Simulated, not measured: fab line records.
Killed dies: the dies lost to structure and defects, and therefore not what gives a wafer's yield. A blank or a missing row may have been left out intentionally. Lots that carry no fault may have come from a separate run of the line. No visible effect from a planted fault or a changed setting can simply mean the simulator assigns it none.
Struck lot and sound lot, side by side / flow sky130 / 22 steps out of a route of 708
Sound: the wafers L511.1, L511.3, L511.6. Struck: wafers L517.2, L517.3, L517.5. Last of all comes the cause.
At each step with rows: each side's tool, then ch and its chambers, then its first start. Under that, the readings that differ: sound wafers / struck wafers / difference of the means / sigmas: that difference in standard deviations of wafers without a fault.
alike: a reading whose means differ by less than 2 such deviations, as well as words and numbers matching on both sides. not compared: withheld readings; readings where some wafer has no value; bounds like >300 that might hide an equal value; numbers whose values overlap and for which the record gives no deviation.
A row with sigmas, a row that says differs or no value, or rows on one side alone: a step with any of these is where the two part. Numbers that don't overlap but have no deviation are shown without sigmas and don't part them. A reading that every wafer of one side lacks parts them only if that side has two wafers or more.

first, 3 steps without rows for these wafers: SKY_POLY_CUT_EXPOSE_05 (exposes mask NPCM, target cd 270 nm); SKY_POLY_CUT_PEB_06; SKY_POLY_CUT_DEVELOP_07 (develop time 60 s).
SKY_POLY_CUT_CD_MEAS_08: the cd target is 270 nm.
  sound on cdSem-02 at day 26 08:36; struck on cdSem-02 at day 28 15:34
  alike: cdNm
SKY_POLY_CUT_OVL_MEAS_09:
  sound on overlay-01 at day 26 08:43; struck on overlay-01 at day 28 15:40
  alike: POLY_CUT_OVL
SKY_POLY_CUT_ETCH_10: etches BARC in N2/H2, stops on SiO2, time 45.9 s, target depth 60 nm.
  sound on rieDiel-01 ch 1,2,3, day 26 08:45; struck on rieDiel-01 ch 0,1, day 28 15:42
  alike: drypumpMotorCurrentA, oesProductAu, throttleValvePct
  not compared: rfHoursCounterH
SKY_POLY_CUT_ETCH_11: etches Si3N4 in CF4/CH2F2/Ar, stops on poly-Si, time 42.5 s, target depth 60 nm.
  sound on rieDiel-01 ch 1,2,3, day 26 08:47; struck on rieDiel-01 ch 0,1, day 28 15:44
  alike: drypumpMotorCurrentA, oesProductAu, throttleValvePct
  not compared: rfHoursCounterH
SKY_POLY_CUT_STRIP_12: strips in O2/N2.
  sound on plasmaAsher-02 ch 1, day 26 08:50; struck on plasmaAsher-01 ch 0,1, day 28 15:47
  alike: drypumpMotorCurrentA, oesProductAu, stripTimeToEndpointS
  not compared: rfHoursCounterH
then, 4 steps without rows for these wafers: SKY_SD_P_DEHYDRATE_00 (time 60 s); SKY_SD_P_HMDS_01 (prime time 60 s); SKY_SD_P_COAT_02 (resist thk 1140 nm); SKY_SD_P_SOFTBAKE_03 (time 60 s).
SKY_SD_P_EXPOSE_04: exposes mask PSDM, target cd 380 nm.
  sound on ilineStepper-01 ch 0, day 26 23:50; struck on ilineStepper-02 ch 0, day 29 05:35
reading=mask; sound=PSDM#0 PSDM#0 PSDM#0; struck=NSDM#0 NSDM#0 NSDM#0; difference=differs; sigmas=
  alike: stageVelMmS
then, 2 steps without rows for these wafers: SKY_SD_P_PEB_05; SKY_SD_P_DEVELOP_06 (develop time 60 s).
SKY_SD_P_CD_MEAS_07: the cd target is 380 nm.
  sound on cdSem-02 at day 27 13:21; struck on cdSem-02 at day 29 19:08
reading=cdNm (nm); sound=384.3 383.5 384.2; struck=- - -; difference=no value on the struck wafers; sigmas=
SKY_SD_P_OVL_MEAS_08:
  sound on overlay-02 at day 27 13:28; struck on overlay-02 at day 29 19:14
reading=SD_P_OVL (nm); sound=1.6 2.9 0.9; struck=- - -; difference=no value on the struck wafers; sigmas=
next, for these wafers, 1 step has no rows: SKY_SD_P_IMPLANT_09.
SKY_SD_P_STRIP_10: strips in O2/N2.
  sound on plasmaAsher-04 ch 0,1, day 27 13:39; struck on plasmaAsher-04 ch 0,1, day 29 19:33
  alike: drypumpMotorCurrentA, oesProductAu, stripTimeToEndpointS
  not compared: rfHoursCounterH
SKY_SD_P_TW_MEAS_11:
  sound on filmMetro-02 at day 27 13:45; struck on filmMetro-02 at day 29 19:40
reading=SD_P_TW; sound=2901 2899 2881; struck=31 31 31; difference=-2863; sigmas=-49
then, 1 step without rows for these wafers: SKY_RES_XHIGH_DEHYDRATE_00 (time 60 s).
-- the record jumps here: 19 days lie between the struck wafers' starts before and after (it left off in module RES_XHIGH and takes up again in module PAD_OPEN, whose first step shown is number 708 of the route) --
SKY_PAD_OPEN_PROBE_99:
  sound on prober-01 at day 47 06:37; struck on prober-02 at day 48 15:41
reading=killedAtFrontEnd; sound=16 16 14; struck=427 414 416; difference=+404; sigmas=+99 or more
reading=killedDies; sound=75 83 76; struck=492 492 492; difference=+414; sigmas=+45
reading=killedOnRim; sound=17 14 21; struck=96 96 96; difference=+79; sigmas=+22
  alike: killed_at_M0_to_M3, killed_at_M4_up, killedAtContacts, killedAtOther, killedOpen, killedShort

WHERE THEY PART
First at SKY_SD_P_EXPOSE_04; last, within this record, at SKY_PAD_OPEN_PROBE_99.

WHY: what the simulator had put in
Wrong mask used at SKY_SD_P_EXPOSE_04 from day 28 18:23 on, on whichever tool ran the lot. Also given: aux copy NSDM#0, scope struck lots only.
